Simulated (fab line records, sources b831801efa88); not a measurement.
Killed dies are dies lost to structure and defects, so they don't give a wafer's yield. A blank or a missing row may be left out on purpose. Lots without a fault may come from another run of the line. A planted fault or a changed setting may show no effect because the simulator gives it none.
Which tool did it? | flow sky130 | 13 lots, 39 wafers sampled, at 4 steps of a route of 708

WHAT THE GAUGES READ, wafer by wafer
SKY_LDD_N_OVL_MEAS_07. Usual: LDD_N_OVL -0.4 nm, standard deviation 1.4.
lot  | measured     | on         | LDD_N_OVL (nm) | flag
L550 | day 18 05:23 | overlay-01 | 0.2 -1.3 -0.4  |
L551 | day 18 10:31 | overlay-01 | 1.9 2.1 0.1    |
L558 | day 21 04:38 | overlay-02 | 0.4 0.2 -0.8   |
L560 | day 21 16:01 | overlay-01 | -1.9 -0.7 -2.6 |
L564 | day 23 02:55 | overlay-02 | -0.2 -1.0 -0.9 |
L566 | day 23 21:04 | overlay-01 | -0.1 -0.5 0.1  |
L567 | day 24 01:07 | overlay-01 | 1.6 1.7 1.7    |
L568 | day 24 11:44 | overlay-01 | -1.6 -2.0 -1.5 |
L569 | day 24 17:37 | overlay-01 | -1.4 -2.5 -0.5 |
L570 | day 25 05:38 | overlay-01 | -1.2 -1.9 -0.1 |
L571 | day 25 10:50 | overlay-02 | -0.1 0.2 0.0   |
L572 | day 25 18:35 | overlay-02 | -1.8 -2.1 -1.3 |
L573 | day 25 21:55 | overlay-01 | -0.6 -1.3 0.6  |

SKY_LDD_P_TW_MEAS_11. Usual: LDD_P_TW 636, standard deviation 5.6.
lot  | measured     | on            | LDD_P_TW    | flag
L550 | day 19 13:00 | film_metro-02 | 626 627 623 |
L551 | day 19 17:48 | film_metro-04 | 643 646 641 |
L558 | day 22 12:34 | film_metro-04 | 646 644 645 |
L560 | day 23 00:31 | film_metro-02 | 626 629 628 |
L564 | day 24 10:22 | film_metro-02 | 632 628 626 |
L566 | day 25 02:31 | film_metro-02 | 630 631 630 |
L567 | day 25 07:32 | film_metro-04 | 639 639 642 |
L568 | day 25 17:52 | film_metro-04 | 640 636 637 |
L569 | day 26 00:37 | film_metro-02 | 630 637 635 |
L570 | day 26 11:47 | film_metro-02 | 633 632 634 |
L571 | day 26 17:51 | film_metro-03 | 639 638 640 |
L572 | day 27 01:29 | film_metro-04 | 638 641 642 |
L573 | day 27 04:16 | film_metro-04 | 640 639 642 |

WHICH TOOL RAN EACH LOT (tool, then ch and the chambers of the sampled wafers, then the start)
lot  | SKY_POLY_GATE_ETCH_15              | SKY_LDD_N_IMPLANT_12
L550 | rie_diel-03 ch 1,3, day 16 23:07   | implanter-01 ch 0, day 18 06:02
L551 | rie_diel-03 ch 1,3, day 17 01:34   | implanter-02 ch 0, day 18 11:11
L558 | rie_diel-01 ch 0,1,3, day 19 19:29 | implanter-04 ch 0, day 21 05:16
L560 | rie_diel-03 ch 1,2, day 20 07:23   | implanter-04 ch 0, day 21 16:39
L564 | rie_diel-02 ch 0,2,3, day 21 19:01 | implanter-02 ch 0, day 23 03:34
L566 | rie_diel-03 ch 1,2, day 22 13:20   | implanter-02 ch 0, day 23 21:42
L567 | rie_diel-03 ch 0,1,3, day 22 18:32 | implanter-01 ch 0, day 24 01:46
L568 | rie_diel-03 ch 1,2,3, day 23 04:53 | implanter-01 ch 0, day 24 12:22
L569 | rie_diel-03 ch 0,2, day 23 10:20   | implanter-02 ch 0, day 24 18:16
L570 | rie_diel-02 ch 0,1, day 23 22:10   | implanter-01 ch 0, day 25 06:17
L571 | rie_diel-02 ch 1,3, day 24 04:32   | implanter-01 ch 0, day 25 11:29
L572 | rie_diel-02 ch 0,1,3, day 24 10:38 | implanter-01 ch 0, day 25 19:15
L573 | rie_diel-03 ch 0,1,2, day 24 15:17 | implanter-02 ch 0, day 25 22:33
- SKY_POLY_GATE_ETCH_15: etches BARC in N2/H2, stops on SiO2, time 118.5 s, target depth 110 nm.
- SKY_LDD_N_IMPLANT_12

WHAT THE TOOLS THEMSELVES READ (means of the sampled wafers that have a number; where no wafer has one, the mark that the record gives instead)
SKY_POLY_GATE_ETCH_15. Usual: drypump_motor_current_A 5.96 A, standard deviation 0.27; oes_product_au 0.717 a.u., standard deviation 0.0044; throttle_valve_pct 13.214 %, standard deviation 0.0085.
lot  | tool        | drypump_motor_current_A (A) | oes_product_au (a.u.) | throttle_valve_pct (%) | flag
L550 | rie_diel-03 | 6.13                        | 0.717                 | 13.218                 |
L551 | rie_diel-03 | 6.15                        | 0.713                 | 13.211                 |
L558 | rie_diel-01 | 5.95                        | 0.714                 | 13.212                 |
L560 | rie_diel-03 | 6.04                        | 0.723                 | 13.205                 |
L564 | rie_diel-02 | 5.88                        | 0.715                 | 13.214                 |
L566 | rie_diel-03 | 6.14                        | 0.719                 | 13.213                 |
L567 | rie_diel-03 | 5.94                        | 0.719                 | 13.206                 |
L568 | rie_diel-03 | 6.04                        | 0.716                 | 13.218                 |
L569 | rie_diel-03 | 5.84                        | 0.715                 | 13.215                 |
L570 | rie_diel-02 | 5.99                        | 0.717                 | 13.221                 |
L571 | rie_diel-02 | 6.20                        | 0.719                 | 13.208                 |
L572 | rie_diel-02 | 5.87                        | 0.716                 | 13.210                 |
L573 | rie_diel-03 | 5.97                        | 0.714                 | 13.209                 |

SKY_LDD_N_IMPLANT_12. Usual: beam_energy_keV 49.999, standard deviation 0.016; dose_ions_cm2 5.001e+12, standard deviation 6e+09; faraday_current_uA 28.1, standard deviation 0.52; tilt_deg 30.001 degrees, standard deviation 0.024.
lot  | tool         | beam_energy_keV | dose_ions_cm2 | faraday_current_uA | tilt_deg (degrees) | flag
L550 | implanter-01 | 50.028          | 5.002e+12     | 28.0               | 30.000             |
L551 | implanter-02 | 49.999          | 4.997e+12     | 28.2               | 30.002             |
L558 | implanter-04 | 50.010          | 9.406e+12     | 53.2               | 29.973             | OFF
L560 | implanter-04 | 49.983          | 9.392e+12     | 52.6               | 29.998             | OFF
L564 | implanter-02 | 49.992          | 5.004e+12     | 28.1               | 30.030             |
L566 | implanter-02 | 50.024          | 4.996e+12     | 28.2               | 30.000             |
L567 | implanter-01 | 50.000          | 4.997e+12     | 28.2               | 29.995             |
L568 | implanter-01 | 49.994          | 5.008e+12     | 28.2               | 29.987             |
L569 | implanter-02 | 49.998          | 5.005e+12     | 27.9               | 29.992             |
L570 | implanter-01 | 49.997          | 5.003e+12     | 27.7               | 29.995             |
L571 | implanter-01 | 49.981          | 5.007e+12     | 27.9               | 30.007             |
L572 | implanter-01 | 49.987          | 4.999e+12     | 28.0               | 29.997             |
L573 | implanter-02 | 49.980          | 5.006e+12     | 28.1               | 30.011             |

THE ANSWER, worked out from the rows above alone
Rule: a lot is off if the mean of its wafers that have a number lies more than 3 standard deviations from the usual mean. A lot without any number at a reading at which 4 lots or more have one is off too. The other lots that the step has rows for count as sound. The gauges are gone through in route order, then the tools' own readings, and for those a lot's mean is taken as printed above. The first step at which some lot is off is used, and at that step the reading that is off furthest; a lot without a number counts as furthest.
Off: L558, L560, at SKY_LDD_N_IMPLANT_12 (dose_ions_cm2).
A tool fits if, at that step or a process step before it, it ran every lot that is off, and no sound lot after the first of them. One fits: implanter-04 at SKY_LDD_N_IMPLANT_12. It ran no sound lot before its first lot that is off in this sample, so the start can't be narrowed down.
The tool's own readings at SKY_LDD_N_IMPLANT_12 bear it out: on the lots that are off they differ by more than 5 times the standard deviation of the sound lots' means. dose_ions_cm2 reads 9.399e+12 there against 5.002e+12 on the sound lots; faraday_current_uA reads 52.9 there against 28.0 on the sound lots.

WHAT THE SIMULATOR HAD PUT IN
Process parameter drift: implanter-04, from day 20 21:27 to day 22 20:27, at SKY_LDD_N_IMPLANT_12. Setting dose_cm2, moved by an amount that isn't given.
Lots struck among those shown: L558, L560. The rule above found the same.
